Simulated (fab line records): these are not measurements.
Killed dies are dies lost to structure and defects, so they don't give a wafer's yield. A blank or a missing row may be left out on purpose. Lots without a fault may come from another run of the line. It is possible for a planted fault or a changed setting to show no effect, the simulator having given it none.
Which of the tools did it?    flow sky130    39 wafers from 13 lots sampled at 5 of the route's 708 steps

WHAT THE GAUGES SHOWED, per wafer
SKY_VT_ADJUST_LVTN_TW_MEAS_21. Usual: for VT_ADJUST_LVTN_2_TW the level is 187.9 and the standard deviation is 1.1.
lot   measured      on            VT_ADJUST_LVTN_2_TW  flag
L804  day 7 15:18   filmMetro-01  187.1 188.1 187.6    
L805  day 7 22:30   filmMetro-04  189.2 189.2 188.3    
L806  day 8 05:03   filmMetro-03  187.4 186.9 186.9    
L807  day 8 12:02   filmMetro-04  189.4 189.6 188.8    
L808  day 8 22:15   filmMetro-04  189.8 189.8 189.0    
L809  day 9 03:48   filmMetro-01  187.3 188.0 187.8    
L810  day 9 12:06   filmMetro-04  190.1 190.0 190.6    
L811  day 9 17:52   filmMetro-01  186.9 188.1 188.3    
L820  day 12 04:36  filmMetro-04  30.1 30.1 30.3       OFF
L823  day 13 01:41  filmMetro-03  186.8 187.0 186.0    
L824  day 13 12:27  filmMetro-01  189.2 189.4 188.9    
L825  day 13 16:29  filmMetro-03  186.9 187.0 186.9    
L827  day 14 04:45  filmMetro-03  186.2 186.1 186.4    

SKY_SONOS_ONO_CD_MEAS_13: target cd 410 nm. Usual: 409.3 nm for cdNm, sd 2.3.
lot   measured      on        cdNm (nm)          flag
L804  day 12 14:42  cdSem-02  411.5 409.8 410.0  
L805  day 12 22:22  cdSem-02  408.0 408.9 406.5  
L806  day 13 05:14  cdSem-02  411.5 409.8 409.1  
L807  day 13 11:48  cdSem-01  410.0 410.1 409.2  
L808  day 13 22:33  cdSem-02  411.6 411.4 411.0  
L809  day 14 05:29  cdSem-02  403.8 403.8 404.7  
L810  day 15 00:57  cdSem-02  408.3 408.6 408.3  
L811  day 15 00:43  cdSem-01  412.9 408.7 410.8  
L820  day 18 02:56  cdSem-01  411.0 408.1 407.7  
L823  day 18 23:10  cdSem-02  407.8 408.5 406.7  
L824  day 19 12:10  cdSem-02  409.7 409.7 409.9  
L825  day 19 19:55  cdSem-01  413.6 410.4 414.3  
L827  day 20 07:56  cdSem-01  407.6 410.7 409.2  

SKY_LDD_LDN_OVL_MEAS_07. Usual: for LDD_LDN_OVL the level is 0.5 nm and the standard deviation is 1.4.
lot   measured      on          LDD_LDN_OVL (nm)  flag
L804  day 23 01:35  overlay-02  -1.4 1.1 0.1      
L805  day 23 03:24  overlay-02  0.9 -0.2 1.8      
L806  day 23 15:51  overlay-01  -2.0 -2.0 -4.6    
L807  day 24 01:23  overlay-02  0.6 0.9 2.3       
L808  day 24 07:32  overlay-02  -0.3 -0.5 0.7     
L809  day 24 15:01  overlay-01  1.5 2.0 -0.5      
L810  day 25 19:05  overlay-02  1.2 -0.9 0.9      
L811  day 25 20:00  overlay-02  0.9 1.9 1.6       
L820  day 28 10:17  overlay-01  -0.2 -1.8 -0.8    
L823  day 29 05:12  overlay-01  -0.5 0.5 1.5      
L824  day 29 21:54  overlay-01  0.4 -0.7 -1.5     
L825  day 30 01:38  overlay-02  0.0 0.8 1.8       
L827  day 30 13:05  overlay-01  -0.5 2.9 2.7      

TOOL THAT RAN EACH LOT (tool first, then ch and the chambers of the sampled wafers, then the start)
lot   SKY_VT_ADJUST_LVTN_STRIP_09          SKY_VT_ADJUST_LVTN_STRIP_20
L804  plasmaAsher-02 ch 0,1, day 6 19:59   plasmaAsher-02 ch 0,1, day 7 15:12
L805  plasmaAsher-01 ch 0,1, day 7 02:20   plasmaAsher-02 ch 1, day 7 22:23
L806  plasmaAsher-02 ch 0,1, day 7 08:21   plasmaAsher-04 ch 0,1, day 8 04:56
L807  plasmaAsher-04 ch 0,1, day 7 15:17   plasmaAsher-04 ch 0,1, day 8 11:56
L808  plasmaAsher-04 ch 0,1, day 8 01:05   plasmaAsher-01 ch 1, day 8 22:09
L809  plasmaAsher-02 ch 0,1, day 8 05:59   plasmaAsher-01 ch 0,1, day 9 03:43
L810  plasmaAsher-01 ch 0,1, day 8 13:42   plasmaAsher-01 ch 0,1, day 9 12:00
L811  plasmaAsher-01 ch 0,1, day 8 19:56   plasmaAsher-02 ch 0,1, day 9 17:45
L820  plasmaAsher-01 ch 0,1, day 11 04:50  plasmaAsher-02 ch 0,1, day 12 04:30
L823  plasmaAsher-02 ch 0,1, day 12 00:09  plasmaAsher-01 ch 0,1, day 13 01:35
L824  plasmaAsher-04 ch 0,1, day 12 11:32  plasmaAsher-02 ch 0,1, day 13 12:20
L825  plasmaAsher-02 ch 0,1, day 12 15:14  plasmaAsher-01 ch 0,1, day 13 16:23
L827  plasmaAsher-02 ch 0,1, day 13 03:21  plasmaAsher-04 ch 0,1, day 14 04:39
- SKY_VT_ADJUST_LVTN_STRIP_09: strips in O2/N2.
- SKY_VT_ADJUST_LVTN_STRIP_20: strips in O2/N2.

WHAT THE TOOLS THEMSELVES READ (means of the sampled wafers that have a number; where no wafer has one, the mark that the record gives instead)
SKY_VT_ADJUST_LVTN_STRIP_09. Usual: drypumpMotorCurrentA 5.4 A, standard deviation 0.42; o2FlowSccm 3000 sccm, standard deviation 7.6; oesProductAu 0.722 a.u., standard deviation 0.0046; stripTimeToEndpointS 36.92 s, standard deviation 0.11.
lot   tool            drypumpMotorCurrentA (A)  o2FlowSccm (sccm)  oesProductAu (a.u.)  stripTimeToEndpointS (s)  flag
L804  plasmaAsher-02  5.5                       3002               0.722                36.98                     
L805  plasmaAsher-01  5.5                       3000               0.722                36.95                     
L806  plasmaAsher-02  5.1                       2997               0.721                36.85                     
L807  plasmaAsher-04  5.2                       2999               0.719                36.62                     
L808  plasmaAsher-04  5.4                       3007               0.722                36.94                     
L809  plasmaAsher-02  5.4                       3007               0.718                36.82                     
L810  plasmaAsher-01  5.5                       2995               0.720                36.97                     
L811  plasmaAsher-01  5.5                       3003               0.725                36.90                     
L820  plasmaAsher-01  5.5                       3003               0.944                -                         OFF
L823  plasmaAsher-02  5.1                       2999               0.727                36.92                     
L824  plasmaAsher-04  5.4                       2996               0.722                37.04                     
L825  plasmaAsher-02  5.5                       2998               0.727                36.88                     
L827  plasmaAsher-02  5.1                       2999               0.724                36.98                     

SKY_VT_ADJUST_LVTN_STRIP_20. Usual: drypumpMotorCurrentA 5.4 A, standard deviation 0.42; o2FlowSccm 3000 sccm, standard deviation 9.7; oesProductAu 0.716 a.u., standard deviation 0.0047; stripTimeToEndpointS 14.19 s, standard deviation 0.037.
lot   tool            drypumpMotorCurrentA (A)  o2FlowSccm (sccm)  oesProductAu (a.u.)  stripTimeToEndpointS (s)  flag
L804  plasmaAsher-02  5.5                       3001               0.716                14.20                     
L805  plasmaAsher-02  4.7                       3014               0.712                14.18                     
L806  plasmaAsher-04  5.2                       3002               0.716                14.19                     
L807  plasmaAsher-04  5.2                       3007               0.714                14.17                     
L808  plasmaAsher-01  5.5                       2984               0.721                14.23                     
L809  plasmaAsher-01  5.5                       3005               0.715                14.15                     
L810  plasmaAsher-01  5.4                       2994               0.718                14.20                     
L811  plasmaAsher-02  5.5                       3003               0.715                14.24                     
L820  plasmaAsher-02  5.1                       2989               0.725                32.40                     OFF
L823  plasmaAsher-01  5.5                       2993               0.711                14.21                     
L824  plasmaAsher-02  5.5                       2994               0.714                14.25                     
L825  plasmaAsher-01  5.5                       3003               0.716                14.24                     
L827  plasmaAsher-04  5.4                       3004               0.719                14.20                     

THE ANSWER, worked out from the rows above alone
Rule: a lot is off if the mean of its wafers that have a number lies more than 3 standard deviations from the usual mean. A lot without any number at a reading at which 4 lots or more have one is off too. Where the step has rows for the other lots, those lots are counted as sound. Order of review: gauges by route order, followed by the tools' own readings, for which a lot's mean as printed above is used. At the first step where some lot is off, the reading lying furthest off is the one used; lots without a number count as furthest.
Off: L820, seen at SKY_VT_ADJUST_LVTN_TW_MEAS_21 (VT_ADJUST_LVTN_2_TW).
A tool fits if, at a process step before that reading, it ran every lot that is off, and no sound lot after the first of them. Not tried: the gauges at SKY_VT_ADJUST_LVTN_TW_MEAS_21; whatever is off there is also off at SKY_VT_ADJUST_LVTN_STRIP_09, on other tools, and gauge error can't account for it. One fits: plasmaAsher-01 at SKY_VT_ADJUST_LVTN_STRIP_09. Its last sound lot is L811 (day 8 19:56), its first lot that is off L820 (day 11 04:50): a fault that began between those two fits.
On the lots that are off, the tool's own readings at SKY_VT_ADJUST_LVTN_STRIP_09 differ by more than 5 times the standard deviation of the sound lots' means, which bears it out; oesProductAu reads 0.944 a.u. there versus 0.722 a.u. on the sound lots.
Blank at SKY_VT_ADJUST_LVTN_STRIP_09 on the lots that are off, where sound lots have numbers: stripTimeToEndpointS.

WHAT THE SIMULATOR HAD INSERTED
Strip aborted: plasmaAsher-01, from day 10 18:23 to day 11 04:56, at SKY_VT_ADJUST_LVTN_STRIP_09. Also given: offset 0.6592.
Shown lots that were struck: L820. Same finding as the rule above.
